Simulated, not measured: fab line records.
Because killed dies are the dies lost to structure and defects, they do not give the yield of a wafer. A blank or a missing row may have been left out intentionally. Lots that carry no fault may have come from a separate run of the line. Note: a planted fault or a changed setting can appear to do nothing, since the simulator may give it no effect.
Chamber matching ; flow sky130 ; SKY_VIA2_HDPCVD_00 on hdpcvd-01: 3 sister chambers
The step deposits SiO2, target thk 1180 nm, time 196.7 s. 6 wafers are shown with their chamber, then 8 later ones without.

WAFERS, EACH WITH ITS CHAMBER
wafer;chamber;pressure-mtorr (mTorr);sih4-flow-sccm (sccm)
L766.4;2;6.013;60.05
L768.3;0;6.002;59.92
L768.5;0;6.008;60.02
L772.2;2;5.986;60.12
L772.6;1;5.980;60.04
L775.1;1;5.996;60.12

WAFERS WITHOUT THEIR CHAMBER
wafer;pressure-mtorr (mTorr);sih4-flow-sccm (sccm)
L775.3;6.020;59.90
L775.6;5.988;60.10
L782.2;5.988;60.09
L782.5;5.995;59.88
L782.6;6.009;59.90
L785.1;6.001;60.47
L785.3;5.997;59.79
L785.5;5.991;59.82

WHICH CHAMBER EACH ONE RAN IN
wafer;from the rows above;in truth
L775.3;can't be placed: 0 or 2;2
L775.6;can't be placed: 1 or 2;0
L782.2;can't be placed: 1 or 2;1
L782.5;can't be placed: 0 or 1 or 2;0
L782.6;can't be placed: 0 or 2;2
L785.1;can't be placed: 2 or 1 or 0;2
L785.3;can't be placed: 0 or 1 or 2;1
L785.5;can't be placed: 0 or 1 or 2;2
0 of 8 placed correctly. Not placeable from these rows: 8 (in 7, the candidates include the true chamber). Number placed wrongly: 0.
How it was worked out, from the rows above alone: a wafer's distance from a chamber is the root of the sum, over the readings, of the square of ((its reading less the chamber's mean) divided by the reading's scatter). The wafer belongs to the nearest chamber; if the next one is less than 2 further off, it can't be placed. The mean given for a chamber averages the wafers shown for that chamber. The scatter: take each reading less its chamber's mean, square it, sum over the shown wafers, divide by the number of wafers less the number of chambers, and take the root.
